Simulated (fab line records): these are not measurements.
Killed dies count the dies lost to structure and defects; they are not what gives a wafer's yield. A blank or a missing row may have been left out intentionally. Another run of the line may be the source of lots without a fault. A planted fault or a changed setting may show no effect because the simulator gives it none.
Comparing a struck lot with a sound one / flow sky130 / 18 steps out of a route of 708
Sound: the wafers L957.2, L957.3, L957.4. Wafers struck: L978.1, L978.3, L978.5. The cause is named last.
For every step that has rows: the tool of each side, followed by ch and its chambers, followed by its first start. Under that, the readings that differ: sound wafers / struck wafers / difference of the means / sigmas: that difference in standard deviations of wafers without a fault.
alike: same words and numbers on both sides, and readings whose means sit less than 2 such deviations apart. not compared: any withheld reading, any reading some wafer has no value for, any bound like >300 that may hide the same value, and any number with overlapping values for which the record gives no deviation.
Wherever a step has rows on one side only, a row that says differs or no value, or a row with sigmas, the two part there. Numbers that don't overlap but have no deviation are shown without sigmas and don't part them. A reading that every wafer of one side lacks parts them only if that side has two wafers or more.

first, 3 steps without rows for these wafers: SKY_SONOS_ONO_WET_ETCH_18 (etches Si3N4 in H3PO4, target depth 15 nm, time 172 s); SKY_GATE_OXIDE_CLEAN_00 (cleans in SC1/SC2, time 150 s); SKY_GATE_OXIDE_OXIDATION_01 (stabilise 600 s, purge 300 s, target thk 10.268 nm).
SKY_GATE_OXIDE_THK_MEAS_02:
  sound: film_metro-02 at day 12 17:16; struck: film_metro-02 at day 20 10:12
reading=GATE_OXIDE_OXIDATION_00_THK (nm); sound=10.30 10.53 10.38; struck=9.84 9.91 9.94; difference=-0.51; sigmas=-3
then, 7 steps without rows for these wafers: SKY_GATE_OXIDE_DEHYDRATE_03 (time 60 s); SKY_GATE_OXIDE_HMDS_04 (prime time 60 s); SKY_GATE_OXIDE_COAT_05 (resist thk 1140 nm); SKY_GATE_OXIDE_SOFTBAKE_06 (time 60 s); SKY_GATE_OXIDE_EXPOSE_07 (exposes mask LVOM, target cd 600 nm); SKY_GATE_OXIDE_PEB_08; SKY_GATE_OXIDE_DEVELOP_09 (develop time 60 s).
SKY_GATE_OXIDE_OVL_MEAS_10:
  sound: overlay-01 at day 13 18:28; struck: overlay-02 at day 21 16:50
reading=GATE_OXIDE_OVL (nm); sound=3.3 3.3 2.8; struck=1.0 -0.7 1.2; difference=-2.6; sigmas=-2
SKY_GATE_OXIDE_IMPLANT_11:
  sound on implanter-02 ch 0, day 13 18:31; struck on implanter-01 ch 0, day 21 16:52
reading=dose_ions_cm2; sound=2.6011e+12 2.6023e+12 2.5985e+12; struck=2.7738e+12 2.7747e+12 2.7773e+12; difference=+1.7463e+11; sigmas=+65
reading=faraday_current_uA; sound=14.80 15.07 14.66; struck=14.98 15.62 15.78; difference=+0.62; sigmas=+2
then, 1 step without rows for these wafers: SKY_GATE_OXIDE_WET_ETCH_12 (etches SiO2 in dHF, target depth 16.8 nm, time 336 s).
SKY_GATE_OXIDE_STRIP_13: strips in O2/N2.
  sound on plasma_asher-03 ch 0,1, day 13 18:45; struck on plasma_asher-03 ch 0,1, day 21 17:07
  alike: drypump_motor_current_A, n2_flow_sccm, oes_product_au, strip_time_to_endpoint_s
  not compared: rf_hours_counter_h
SKY_GATE_OXIDE_TW_MEAS_14:
  sound: film_metro-04 at day 13 18:52; struck: film_metro-02 at day 21 17:13
reading=GATE_OXIDE_TW; sound=224.2 224.9 224.5; struck=227.2 228.2 228.2; difference=+3.3; sigmas=+3
then, 1 step without rows for these wafers: SKY_GATE_OXIDE_CLEAN_15 (cleans in SC1/SC2, time 150 s).
-- a jump in the record: the struck wafers' starts before and after are 29 days apart (it breaks off in module GATE_OXIDE and resumes in module PAD_OPEN, where the first step shown is number 708 of the route) --
SKY_PAD_OPEN_PROBE_99:
  sound: prober-02 at day 45 20:48; struck: prober-02 at day 50 19:28
reading=model.etest.pfet_01v8_lvt.drive_ua_um; sound=169.6 172.6 171.2; struck=184.5 182.8 184.1; difference=+12.7; sigmas=
reading=model.etest.pfet_01v8_lvt.off_log10_a_um; sound=-9.418 -9.354 -9.294; struck=-8.188 -7.968 -8.038; difference=+1.291; sigmas=
reading=model.etest.pfet_01v8_lvt.vt_sat_v (V); sound=-0.477 -0.4721 -0.476; struck=-0.3772 -0.3774 -0.3756; difference=+0.0983; sigmas=
reading=model.etest.pfet_01v8_lvt.vt_v (V); sound=-0.5608 -0.5578 -0.5593; struck=-0.4703 -0.4747 -0.4744; difference=+0.0862; sigmas=
reading=model.etest.pfet_01v8_lvt.vt_long_v (V); sound=-0.6751 -0.6732 -0.6719; struck=-0.5935 -0.5962 -0.5989; difference=+0.0772; sigmas=
reading=model.etest.pfet_01v8_mvt.vt_sat_v (V); sound=-0.6254 -0.6219 -0.621; struck=-0.5035 -0.5151 -0.5064; difference=+0.1144; sigmas=
reading=model.etest.pfet_01v8_mvt.vt_v (V); sound=-0.7037 -0.7001 -0.6993; struck=-0.5976 -0.6064 -0.6018; difference=+0.0991; sigmas=
reading=model.etest.pfet_01v8_mvt.vt_long_v (V); sound=-0.8999 -0.8977 -0.8974; struck=-0.8096 -0.8167 -0.8163; difference=+0.0841; sigmas=
  alike: killed_at_M0_to_M3, killed_at_M4_up, killed_at_contacts, killed_at_front_end, killed_at_other, killed_dies, killed_on_rim, killed_open, killed_short

## WHERE THEY PART
Earliest at SKY_GATE_OXIDE_THK_MEAS_02; latest, in this record, at SKY_GATE_OXIDE_TW_MEAS_14. Later steps at which nothing parts them and some readings are alike: SKY_PAD_OPEN_PROBE_99.

WHY: what the simulator had put in
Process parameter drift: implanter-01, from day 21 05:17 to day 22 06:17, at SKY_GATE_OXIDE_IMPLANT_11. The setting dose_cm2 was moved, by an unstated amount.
